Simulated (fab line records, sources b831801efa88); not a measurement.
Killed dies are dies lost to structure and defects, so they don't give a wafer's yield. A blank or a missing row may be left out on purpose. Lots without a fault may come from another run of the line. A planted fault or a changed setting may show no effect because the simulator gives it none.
fab line records | flow gf180mcu
record lots=5 wafers=15 last_day=34
route steps=602 shown TOP_METAL@569 PASSIVATION@587
lots that met no fault: from a run of the same line without faults
start_h: hours from the record's first day to the start of the lot's first wafer shown | wait_h: hours since the lot's step before | " the same as in the row above | L1.1+2: a row that stands for several wafers | - no value, or no start given | * or withheld: withheld | < > ~ a bound
route shown NAME@n: a module of which the file shows steps, and the number in the route of the first | usual: mean/standard deviation of fault-free wafers | same: alike in all rows | chamber/n: place in a boat | sites: the reading at each site | _std_site: their standard deviation | _edge_site: outer sites' mean less inner sites' | radius_mm: how far each site lies from the wafer's centre | mask NAME#n: copy n | behind: the tool/chamber that last shaped the wafer | hold: why the lot was held/for how many hours/how that ended | device: the transistor (n, p or np) that didn't switch | end of line: the same wafers' tests at the end of the route | a step without rows: its recipe alone | killed: dies lost to structure and defects at the first sort, not the wafer's yield | map: a wafer's dies, x killed, . not, _ none there
set.NAME: the setting as run; set.NAME@STEP: as run at that earlier step | model.NAME: the simulator's own value behind a step, which no gauge read
lots at some steps of the route; a table a step, a row a wafer
services: from which hour (start_h, from the record's first day; less than 0 if before it) a tool's chamber was out of use, for how many hours, and why
## steps
# step GF_TOP_METAL_SPUTTER_02
# recipe material=AlCu target_thk_nm=900 power_w=10600 chamber_pressure_pa=0.3 substrate_temp_c=250 gas=Ar time_s=47.82
# usual throttle_valve_pct=30.3/1.3
# same time_s=47.82
# columns lot.wafer tool chamber start_h wait_h throttle_valve_pct
L074.1 pvd_sputter-03 - 635.15 0.0 30.6
L074.2 " - " " 31.3
L074.3 " - " " 31.5
L085.1 pvd_sputter-03 - 721.01 0.0 30.8
L085.3 " - " " 31.6
L085.4 " - " " 28.9
L092.2 pvd_sputter-02 - 759.71 0.0 31.5
L092.3 " - " " 28.0
L092.4 " - " " 32.1
L093.3 pvd_sputter-02 - 768.54 0.0 27.8
L093.4 " - " " 28.8
L093.6 " - " " 31.2
L096.1 pvd_sputter-03 - 784.19 0.0 30.5
L096.2 " - " " 29.0
L096.4 " - " " 29.0
# step GF_TOP_METAL_SPUTTER_03
# recipe material=Ti target_thk_nm=5 substrate_temp_c=300 chamber_pressure_pa=0.3 power_w=3000 time_s=3.3
# usual throttle_valve_pct=30.3/1.3
# same time_s=3.3
# columns lot.wafer tool chamber start_h wait_h throttle_valve_pct
L074.1 pvd_sputter-03 - 635.19 0.0 30.5
L074.2 " - " " 31.0
L074.3 " - " " 31.5
L085.1 pvd_sputter-03 - 721.06 0.0 30.3
L085.3 " - " " 32.0
L085.4 " - " " 29.1
L092.2 pvd_sputter-02 - 759.76 0.0 31.1
L092.3 " - " " 27.8
L092.4 " - " " 32.1
L093.3 pvd_sputter-02 - 768.58 0.0 28.2
L093.4 " - " " 28.7
L093.6 " - " " 31.0
L096.1 pvd_sputter-03 - 784.24 0.0 30.5
L096.2 " - " " 28.9
L096.4 " - " " 28.8
# step GF_TOP_METAL_SPUTTER_04
# recipe material=TiN target_thk_nm=25 power_w=6500 time_s=20.8 chamber_pressure_pa=0.4
# usual throttle_valve_pct=30.3/1.3
# same time_s=20.8
# columns lot.wafer tool chamber start_h wait_h throttle_valve_pct
L074.1 pvd_sputter-03 - 635.21 0.0 30.4
L074.2 " - " " 31.1
L074.3 " - " " 31.6
L085.1 pvd_sputter-03 - 721.07 0.0 30.2
L085.3 " - " " 31.8
L085.4 " - " " 28.7
L092.2 pvd_sputter-02 - 759.77 0.0 31.0
L092.3 " - " " 27.9
L092.4 " - " " 31.9
L093.3 pvd_sputter-02 - 768.60 0.0 28.2
L093.4 " - " " 28.6
L093.6 " - " " 31.2
L096.1 pvd_sputter-03 - 784.25 0.0 30.6
L096.2 " - " " 29.2
L096.4 " - " " 29.0
# step GF_TOP_METAL_RS_MEAS_05
# recipe thk_meas_gauge=four-point-probe reads=TiN_of_TOP_METAL_SPUTTER_04+Ti_of_TOP_METAL_SPUTTER_03+AlCu_of_TOP_METAL_SPUTTER_02+TiN_of_TOP_METAL_SPUTTER_01+Ti_of_TOP_METAL_SPUTTER_00
# usual TOP_METAL_ALCU_RS=0.03267/0.00029
# columns lot.wafer tool chamber start_h wait_h TOP_METAL_ALCU_RS[ohm/sq]
L074.1 film_metro-03 - 635.24 0.0 0.03253
L074.2 " - " " 0.0326
L074.3 " - " " 0.03256
L085.1 film_metro-02 - 721.10 0.0 0.0327
L085.3 " - " " 0.03271
L085.4 " - " " 0.03283
L092.2 film_metro-01 - 759.82 0.0 0.03274
L092.3 " - " " 0.03276
L092.4 " - " " 0.0325
L093.3 film_metro-01 - 768.67 0.1 0.03314
L093.4 " - " " 0.03306
L093.6 " - " " 0.0328
L096.1 film_metro-01 - 784.28 0.0 0.03233
L096.2 " - " " 0.03229
L096.4 " - " " 0.03221
# step GF_TOP_METAL_THK_MEAS_06
# recipe thk_meas_gauge=xrf reads=AlCu_of_TOP_METAL_SPUTTER_02
# usual TOP_METAL_ALCU_THK=895/11
# columns lot.wafer tool chamber start_h wait_h TOP_METAL_ALCU_THK[nm]
L074.1 film_metro-03 - 635.36 0.1 910
L074.2 " - " " 906
L074.3 " - " " 905
L085.1 film_metro-02 - 721.22 0.1 895
L085.3 " - " " 892
L085.4 " - " " 887
L092.2 film_metro-01 - 759.93 0.1 894
L092.3 " - " " 894
L092.4 " - " " 898
L093.3 film_metro-01 - 768.77 0.1 877
L093.4 " - " " 882
L093.6 " - " " 890
L096.1 film_metro-01 - 784.40 0.1 906
L096.2 " - " " 903
L096.4 " - " " 908
# step GF_TOP_METAL_DEHYDRATE_07
# recipe temp_c=200 time_s=60
# same time_s=60
# columns lot.wafer tool chamber start_h wait_h
L074.1+2+3 litho_track-03 0 644.98 9.6
L085.1+3+4 litho_track-03 0 729.43 8.2
L092.2+3+4 litho_track-03 0 767.91 8.0
L093.3+4+6 litho_track-04 0 775.54 6.8
L096.1+2+4 litho_track-04 0 790.84 6.4
# step GF_TOP_METAL_HMDS_08
# recipe prime_time_s=60 prime_temp_c=120
# columns lot.wafer tool chamber start_h wait_h
L074.1+2+3 litho_track-03 0 645.13 0.1
L085.1+3+4 litho_track-03 0 729.58 0.1
L092.2+3+4 litho_track-03 0 768.06 0.1
L093.3+4+6 litho_track-04 0 775.69 0.1
L096.1+2+4 litho_track-04 0 790.99 0.1
# step GF_TOP_METAL_COAT_09
# recipe resist=NOVOLAK spin_rpm=3000 resist_thk_nm=1500
# columns lot.wafer tool chamber start_h wait_h
L074.1+2+3 litho_track-03 0 645.28 0.1
L085.1+3+4 litho_track-03 0 729.73 0.1
L092.2+3+4 litho_track-03 0 768.21 0.1
L093.3+4+6 litho_track-04 0 775.84 0.1
L096.1+2+4 litho_track-04 0 791.14 0.1
# step GF_TOP_METAL_SOFTBAKE_10
# recipe temp_c=90 time_s=60 resist=NOVOLAK
# same time_s=60
# columns lot.wafer tool chamber start_h wait_h
L074.1+2+3 litho_track-03 0 645.43 0.1
L085.1+3+4 litho_track-03 0 729.88 0.1
L092.2+3+4 litho_track-03 0 768.36 0.1
L093.3+4+6 litho_track-04 0 775.99 0.1
L096.1+2+4 litho_track-04 0 791.29 0.1
# step GF_TOP_METAL_EXPOSE_11
# recipe mask_id=MetalTop target_cd_nm=440 na=0.6 source_shape=conventional sigma_outer=0.6 dose_mj=170
# columns lot.wafer tool chamber start_h wait_h mask
L074.1+2+3 iline_stepper-01 0 - - MetalTop#0
L085.1+3+4 iline_stepper-02 0 - - MetalTop#0
L092.2+3+4 iline_stepper-01 0 - - MetalTop#0
L093.3+4+6 iline_stepper-01 0 - - MetalTop#0
L096.1+2+4 iline_stepper-01 0 - - MetalTop#0
# step GF_TOP_METAL_PEB_12
# recipe temp_c=withheld time_s=* resist=NOVOLAK
# same time_s=*
# columns lot.wafer tool chamber start_h wait_h
L074.1+2+3 litho_track-04 0 - -
L085.1+3+4 litho_track-01 0 - -
L092.2+3+4 litho_track-04 0 - -
L093.3+4+6 litho_track-04 0 - -
L096.1+2+4 litho_track-03 0 - -
# step GF_TOP_METAL_DEVELOP_13
# recipe develop_time_s=60 dev_temp_c=23
# columns lot.wafer tool chamber start_h wait_h
L074.1+2+3 litho_track-04 0 654.74 0.1
L085.1+3+4 litho_track-01 0 738.30 0.1
L092.2+3+4 litho_track-04 0 775.37 0.1
L093.3+4+6 litho_track-04 0 783.89 0.1
L096.1+2+4 litho_track-03 0 799.23 0.1
# step GF_TOP_METAL_CD_MEAS_14
# recipe target_cd_nm=440
# usual cd_nm=441.2/1.8
# columns lot.wafer tool chamber start_h wait_h cd_nm
L074.1 cd_sem-02 - 654.89 0.1 443.4
L074.2 " - " " 442.9
L074.3 " - " " 442.0
L085.1 cd_sem-02 - 738.45 0.1 439.9
L085.3 " - " " 439.9
L085.4 " - " " 441.1
L092.2 cd_sem-02 - 775.51 0.1 441.9
L092.3 " - " " 441.2
L092.4 " - " " 441.3
L093.3 cd_sem-02 - 784.03 0.1 437.0
L093.4 " - " " 437.5
L093.6 " - " " 437.9
L096.1 cd_sem-02 - 799.38 0.1 444.1
L096.2 " - " " 440.8
L096.4 " - " " 442.9
# step GF_TOP_METAL_OVL_MEAS_15
# usual TOP_METAL_OVL=-0.4/1.4
# columns lot.wafer tool chamber start_h wait_h TOP_METAL_OVL[nm]
L074.1 overlay-02 - 655.01 0.1 -1.0
L074.2 " - " " -2.5
L074.3 " - " " -0.8
L085.1 overlay-01 - 738.57 0.1 0.1
L085.3 " - " " 2.7
L085.4 " - " " 0.2
L092.2 overlay-01 - 775.62 0.1 -0.8
L092.3 " - " " -0.1
L092.4 " - " " -0.8
L093.3 overlay-01 - 784.12 0.1 -2.3
L093.4 " - " " -1.1
L093.6 " - " " -0.6
L096.1 overlay-01 - 799.50 0.1 0.8
L096.2 " - " " 0.4
L096.4 " - " " -0.5
# step GF_TOP_METAL_METAL_ETCH_16
# recipe chemistry=Cl2/BCl3 mask_material=NOVOLAK target_depth_nm=1077.5 stop_on=SiO2 pressure_mtorr=8 icp_w=800 bias_w=140 Cl2_flow_sccm=80 bcl3_flow_sccm=40 time_s=179.6
# usual bcl3_flow_sccm=40.02/0.091 drypump_motor_current_A=5.6/0.39 oes_product_au=0.967/0.0059 rf_fwd_power_W=797.3/2.7 throttle_valve_pct=28.256/0.01
# same time_s=179.6
# columns lot.wafer tool chamber start_h wait_h bcl3_flow_sccm drypump_motor_current_A oes_product_au rf_fwd_power_W rf_hours_counter_h throttle_valve_pct
L074.1 rie_metal-01 0 655.05 0.0 40.01 6.2 0.973 793.9 2 28.254
L074.2 " 1 " " 40.12 5.2 0.968 793.3 13 28.256
L074.3 " 0 " " 40.12 6.2 0.969 793.4 - 28.270
L085.1 rie_metal-02 0 738.60 0.0 40.04 5.3 0.968 798.4 8 28.246
L085.3 " 0 " " 40.16 5.3 0.960 799.5 - 28.256
L085.4 " 1 " " 40.13 6.0 0.959 794.7 - 28.263
L092.2 rie_metal-01 0 775.65 0.0 40.09 6.2 0.973 802.6 9 28.257
L092.3 " 0 " " 39.94 6.2 0.972 799.7 - 28.260
L092.4 " 1 " " 40.04 5.2 0.970 793.3 - 28.259
L093.3 rie_metal-03 1 784.20 0.1 40.00 5.7 0.962 798.7 - 28.263
L093.4 " 0 " " 40.09 5.4 0.955 798.6 - 28.249
L093.6 " 0 " " 40.08 5.4 0.957 797.8 - 28.275
L096.1 rie_metal-02 0 799.54 0.0 40.17 5.4 0.977 798.7 11 28.246
L096.2 " 1 " " 39.90 6.0 0.977 798.6 16 28.242
L096.4 " 1 " " 39.94 6.0 0.975 797.8 - 28.254
# step GF_TOP_METAL_STRIP_17
# recipe chemistry=O2/N2 power_w=1400 pressure_mtorr=1500 platen_temp_c=250 o2_flow_sccm=3000 n2_flow_sccm=300 overash_fraction=0.5
# usual drypump_motor_current_A=6.2/0.45 heater_power_w=315/22 oes_product_au=0.710/0.0044 strip_time_to_endpoint_s=13.49/0.067
# columns lot.wafer tool chamber start_h wait_h drypump_motor_current_A heater_power_w oes_product_au rf_hours_counter_h strip_time_to_endpoint_s
L074.1 plasma_asher-03 0 655.23 0.1 6.0 351 0.712 106 13.60
L074.2 " 1 " " 6.1 314 0.707 106 13.51
L074.3 " 0 " " 6.0 348 0.711 - 13.53
L085.1 plasma_asher-01 0 738.78 0.1 6.7 306 0.713 66 13.36
L085.3 " 0 " " 6.7 301 0.705 - 13.38
L085.4 " 1 " " 6.5 299 0.714 - 13.53
L092.2 plasma_asher-03 0 775.82 0.1 6.0 357 0.709 4 13.59
L092.3 " 1 " " 6.2 329 0.715 - 13.57
L092.4 " 0 " " 6.0 346 0.712 - 13.58
L093.3 plasma_asher-04 0 784.35 0.1 5.4 333 0.712 - 13.42
L093.4 " 1 " " 5.8 280 0.708 - 13.40
L093.6 " 1 " " 5.8 279 0.703 - 13.42
L096.1 plasma_asher-03 1 799.71 0.1 6.2 327 0.709 7 13.40
L096.2 " 0 " " 6.0 353 0.712 7 13.37
L096.4 " 1 " " 6.1 320 0.716 - 13.41
# step GF_TOP_METAL_STRIP_18
# recipe chemistry=post_etch_residue_remover time_s=1200 temp_c=72.5
# same time_s=1200
# columns lot.wafer tool chamber start_h wait_h
L074.1+2+3 wet_bench-02 1 655.33 0.1
L085.1+3+4 wet_bench-04 1 738.88 0.1
L092.2+3+4 wet_bench-03 0 775.92 0.1
L093.3+4+6 wet_bench-02 3 784.42 0.0
L096.1+2+4 wet_bench-04 1 799.81 0.1
# step GF_TOP_METAL_CLEAN_19
# recipe chemistry=DIW dry=n2_spin
# columns lot.wafer tool chamber start_h wait_h
L074.1+2+3 wet_bench-04 0 655.67 0.0
L085.1+3+4 wet_bench-03 2 739.25 0.0
L092.2+3+4 wet_bench-02 0 776.29 0.0
L093.3+4+6 wet_bench-03 3 784.76 0.0
L096.1+2+4 wet_bench-02 2 800.15 0.0
# step GF_PASSIVATION_CVD_00
# recipe material=SiO2 target_thk_nm=1000 precursor=TEOS temp_c=400 time_s=111.95 rf_w=600
# usual heater_power_w=621/65 rf_fwd_power_W=596.4/2.2
# same time_s=111.95
# columns lot.wafer tool chamber start_h wait_h heater_power_w rf_fwd_power_W
L074.1 pecvd-03 0 655.77 0.0 597 595.4
L074.2 " 2 " " 669 596.5
L074.3 " 1 " " 554 594.3
L085.1 pecvd-03 2 739.36 0.0 661 599.6
L085.3 " 1 " " 596 594.5
L085.4 " 2 " " 700 603.4
L092.2 pecvd-01 0 776.39 0.0 665 597.3
L092.3 " 1 " " 631 599.7
L092.4 " 0 " " 525 596.6
L093.3 pecvd-01 2 784.86 0.0 574 597.5
L093.4 " 2 " " 628 597.9
L093.6 " 1 " " 634 595.6
L096.1 pecvd-01 2 800.25 0.0 586 595.7
L096.2 " 1 " " 629 593.8
L096.4 " 0 " " 648 594.9
# step GF_PASSIVATION_THK_MEAS_01
# recipe reads=SiO2_of_PASSIVATION_CVD_00
# usual PASSIVATION_CVD_00_THK=1002/12
# columns lot.wafer tool chamber start_h wait_h PASSIVATION_CVD_00_THK[nm]
L074.1 film_metro-03 - 655.85 0.0 992
L074.2 " - " " 985
L074.3 " - " " 982
L085.1 film_metro-04 - 739.44 0.0 1011
L085.3 " - " " 1000
L085.4 " - " " 1002
L092.2 film_metro-01 - 776.47 0.0 984
L092.3 " - " " 998
L092.4 " - " " 1002
L093.3 film_metro-04 - 784.97 0.1 991
L093.4 " - " " 1012
L093.6 " - " " 1022
L096.1 film_metro-01 - 800.32 0.0 993
L096.2 " - " " 989
L096.4 " - " " 1004
# step GF_PASSIVATION_CVD_02
# recipe material=Si3N4 target_thk_nm=700 time_s=486.18 temp_c=400 rf_w=450
# usual heater_power_w=717/81 rf_fwd_power_W=449.4/1.4
# same time_s=486.18
# columns lot.wafer tool chamber start_h wait_h heater_power_w rf_fwd_power_W
L074.1 pecvd-02 0 655.91 0.1 700 447.9
L074.2 " 1 " " 744 450.9
L074.3 " 2 " " 847 449.5
L085.1 pecvd-02 1 739.50 0.1 732 447.2
L085.3 " 2 " " 885 451.8
L085.4 " 0 " " 766 448.8
L092.2 pecvd-02 0 776.52 0.0 633 450.5
L092.3 " 1 " " 687 447.5
L092.4 " 2 " " 802 448.8
L093.3 pecvd-02 2 785.01 0.0 792 451.0
L093.4 " 0 " " 634 450.1
L093.6 " 1 " " 613 449.4
L096.1 pecvd-02 1 800.38 0.1 755 449.8
L096.2 " 0 " " 764 449.2
L096.4 " 0 " " 617 449.4
# step GF_PASSIVATION_THK_MEAS_03
# recipe reads=Si3N4_of_PASSIVATION_CVD_02
# usual PASSIVATION_CVD_02_THK=701/7.4
# columns lot.wafer tool chamber start_h wait_h PASSIVATION_CVD_02_THK[nm]
L074.1 film_metro-04 - 656.20 0.1 692
L074.2 " - " " 700
L074.3 " - " " 698
L085.1 film_metro-03 - 739.79 0.1 698
L085.3 " - " " 697
L085.4 " - " " 701
L092.2 film_metro-03 - 776.82 0.2 690
L092.3 " - " " 690
L092.4 " - " " 688
L093.3 film_metro-03 - 785.32 0.2 697
L093.4 " - " " 704
L093.6 " - " " 702
L096.1 film_metro-01 - 800.67 0.1 695
L096.2 " - " " 693
L096.4 " - " " 705
# step GF_PASSIVATION_DEHYDRATE_04
# recipe temp_c=200 time_s=60
# same time_s=60
# columns lot.wafer tool chamber start_h wait_h
L074.1+2+3 litho_track-02 0 665.57 9.4
L085.1+3+4 litho_track-03 0 747.63 7.8
L092.2+3+4 litho_track-02 0 784.60 7.8
L093.3+4+6 litho_track-03 0 792.08 6.8
L096.1+2+4 litho_track-04 0 807.09 6.4
# step GF_PASSIVATION_HMDS_05
# recipe prime_time_s=60 prime_temp_c=120
# columns lot.wafer tool chamber start_h wait_h
L074.1+2+3 litho_track-02 0 665.72 0.1
L085.1+3+4 litho_track-03 0 747.78 0.1
L092.2+3+4 litho_track-02 0 784.75 0.1
L093.3+4+6 litho_track-03 0 792.23 0.1
L096.1+2+4 litho_track-04 0 807.24 0.1
# step GF_PASSIVATION_COAT_06
# recipe spin_rpm=2000 resist_thk_nm=4000
# columns lot.wafer tool chamber start_h wait_h
L074.1+2+3 litho_track-02 0 665.87 0.1
L085.1+3+4 litho_track-03 0 747.93 0.1
L092.2+3+4 litho_track-02 0 784.90 0.1
L093.3+4+6 litho_track-03 0 792.38 0.1
L096.1+2+4 litho_track-04 0 807.39 0.1
# step GF_PASSIVATION_SOFTBAKE_07
# recipe temp_c=110 time_s=withheld
# columns lot.wafer tool chamber start_h wait_h
L074.1+2+3 litho_track-02 0 666.02 0.1
L085.1+3+4 litho_track-03 0 748.08 0.1
L092.2+3+4 litho_track-02 0 785.06 0.1
L093.3+4+6 litho_track-03 0 792.55 0.1
L096.1+2+4 litho_track-04 0 807.54 0.1
# step GF_PASSIVATION_EXPOSE_08
# recipe mask_id=Pad target_cd_nm=40000 na=0.57 dose_mj=310
# columns lot.wafer tool chamber start_h wait_h mask
L074.1+2+3 iline_stepper-02 0 - - Pad#0
L085.1+3+4 iline_stepper-01 0 - - Pad#0
L092.2+3+4 iline_stepper-01 0 - - Pad#0
L093.3+4+6 iline_stepper-02 0 - - Pad#0
L096.1+2+4 iline_stepper-02 0 - - Pad#0
# step GF_PASSIVATION_PEB_09
# recipe temp_c=115 time_s=withheld
# columns lot.wafer tool chamber start_h wait_h
L074.1+2+3 litho_track-02 0 - -
L085.1+3+4 litho_track-04 0 - -
L092.2+3+4 litho_track-02 0 - -
L093.3+4+6 litho_track-02 0 - -
L096.1+2+4 litho_track-04 0 - -
# step GF_PASSIVATION_DEVELOP_10
# recipe develop_time_s=60 dev_temp_c=23
# columns lot.wafer tool chamber start_h wait_h
L074.1+2+3 litho_track-02 0 - -
L085.1+3+4 litho_track-04 0 - -
L092.2+3+4 litho_track-02 0 - -
L093.3+4+6 litho_track-02 0 - -
L096.1+2+4 litho_track-04 0 - -
# step GF_PASSIVATION_ETCH_11
# recipe chemistry=CF4/O2 target_depth_nm=1800 stop_on=TiN source_w=800 bias_w=150 pressure_mtorr=150 cf4_flow_sccm=80 O2_flow_sccm=10 time_s=400
# usual drypump_motor_current_A=5.7/0.5 oes_product_au=0.964/0.0073 rf_fwd_power_W=798.3/2.2 throttle_valve_pct=5.961/0.0097
# same time_s=400
# columns lot.wafer tool chamber start_h wait_h drypump_motor_current_A oes_product_au rf_fwd_power_W rf_hours_counter_h throttle_valve_pct
L074.1 rie_diel-01 1 675.87 - 5.3 0.954 796.0 26 5.958
L074.2 " 2 " " 5.8 0.952 798.0 7 5.955
L074.3 " 3 " " 6.1 0.957 797.3 25 5.976
L085.1 rie_diel-01 1 755.09 - 5.3 0.965 797.4 29 5.966
L085.3 " 3 " " 6.1 0.964 795.5 28 5.961
L085.4 " 2 " " 5.8 0.962 797.1 11 5.959
L092.2 rie_diel-02 0 792.32 - 5.5 0.953 798.3 9 5.963
L092.3 " 1 " " 6.1 0.959 800.4 16 5.972
L092.4 " 2 " " 6.0 0.965 795.9 0 5.948
L093.3 rie_diel-01 0 800.62 - 6.5 0.961 797.8 9 5.978
L093.4 " 1 " " 5.3 0.966 802.5 - 5.976
L093.6 " 2 " " 5.8 0.970 797.9 - 5.957
L096.1 rie_diel-03 0 814.89 - 4.7 0.953 800.7 19 5.960
L096.2 " 3 " " 5.1 0.953 800.6 16 5.966
L096.4 " 1 " " 5.7 0.971 795.5 7 5.968
# step GF_PASSIVATION_STRIP_12
# recipe chemistry=O2/N2 power_w=1400 pressure_mtorr=1500 platen_temp_c=250 o2_flow_sccm=3000 n2_flow_sccm=300 overash_fraction=0.5
# usual drypump_motor_current_A=5.86/0.28 heater_power_w=325/24 oes_product_au=0.719/0.0044 strip_time_to_endpoint_s=34.69/0.19
# columns lot.wafer tool chamber start_h wait_h drypump_motor_current_A heater_power_w oes_product_au rf_hours_counter_h strip_time_to_endpoint_s
L074.1 plasma_asher-03 0 676.11 0.1 5.98 342 0.723 109 34.62
L074.2 " 1 " " 6.17 323 0.724 109 34.85
L074.3 " 0 " " 5.99 356 0.721 - 34.83
L085.1 plasma_asher-04 1 755.33 0.1 5.80 277 0.720 40 34.23
L085.3 " 1 " " 5.80 283 0.719 - 34.77
L085.4 " 0 " " 5.33 335 0.716 - 34.65
L092.2 plasma_asher-03 1 792.56 0.1 6.08 315 0.720 6 34.36
L092.3 " 0 " " 6.02 355 0.715 - 34.63
L092.4 " 1 " " 6.07 327 0.725 - 34.54
L093.3 plasma_asher-04 1 800.89 0.2 5.79 279 0.719 - 34.57
L093.4 " 0 " " 5.32 329 0.723 - 34.41
L093.6 " 0 " " 5.32 325 0.716 - 34.51
L096.1 plasma_asher-03 0 815.13 0.1 5.95 350 0.710 9 34.73
L096.2 " 1 " " 6.12 330 0.720 9 34.62
L096.4 " 0 " " 5.95 348 0.721 - 34.39
# step GF_PASSIVATION_ANNEAL_13
# recipe temp_c=400 time_s=1800 ambient=N2/H2 idle_temp_c=300 ramp_up_c_per_min=10 ramp_down_c_per_min=3
# same time_s=1800
# columns lot.wafer tool chamber start_h wait_h
L074.1+2+3 furnace-01 0 676.21 0.1
L085.1+3+4 furnace-01 0 755.43 0.1
L092.2+3+4 furnace-02 0 792.66 0.1
L093.3+4+6 furnace-01 0 800.96 0.0
L096.1+2+4 furnace-02 0 815.23 0.1
# step GF_PASSIVATION_BOW_MEAS_14
# recipe mode=bow
# usual PASSIVATION_BOW=135/11
# columns lot.wafer tool chamber start_h wait_h PASSIVATION_BOW[um]
L074.1 film_metro-03 - 677.71 0.0 139
L074.2 " - " " 139
L074.3 " - " " 129
L085.1 film_metro-03 - 756.93 0.0 137
L085.3 " - " " 129
L085.4 " - " " 130
L092.2 film_metro-01 - 794.18 0.0 135
L092.3 " - " " 133
L092.4 " - " " 140
L093.3 film_metro-01 - 802.50 0.0 129
L093.4 " - " " 131
L093.6 " - " " 126
L096.1 film_metro-03 - 816.73 0.0 131
L096.2 " - " " 132
L096.4 " - " " 142
## services
# columns tool chamber start_h hours kind
rie_diel-01 2 613.82 13.0 repair
pecvd-02 - 624.24 0.8 repair
furnace-02 - 638.35 3.3 pm
pecvd-03 - 641.11 2.8 pm
furnace-01 - 650.87 3.4 pm
pvd_sputter-03 - 658.35 2.7 repair
pecvd-02 - 660.27 5.5 pm
rie_diel-01 2 661.20 4.4 repair
furnace-01 - 679.09 2.5 pm
rie_metal-01 - 687.58 1.4 repair
wet_bench-03 - 714.08 4.4 pm
pecvd-01 - 717.05 2.8 pm
plasma_asher-03 - 733.75 9.0 pm
wet_bench-02 - 738.36 3.0 repair
plasma_asher-03 - 751.11 7.5 repair
rie_diel-01 0 760.04 4.5 repair
pvd_sputter-03 - 773.20 1.1 repair
iline_stepper-02 - 775.22 14.8 repair
iline_stepper-02 - 790.03 1.7 pm
pvd_sputter-03 - 796.02 8.0 repair
rie_diel-01 3 798.37 9.2 repair
pecvd-01 2 801.04 6.4 repair
wet_bench-02 - 809.95 1.1 repair
plasma_asher-04 - 814.16 0.7 repair
## key
fault none
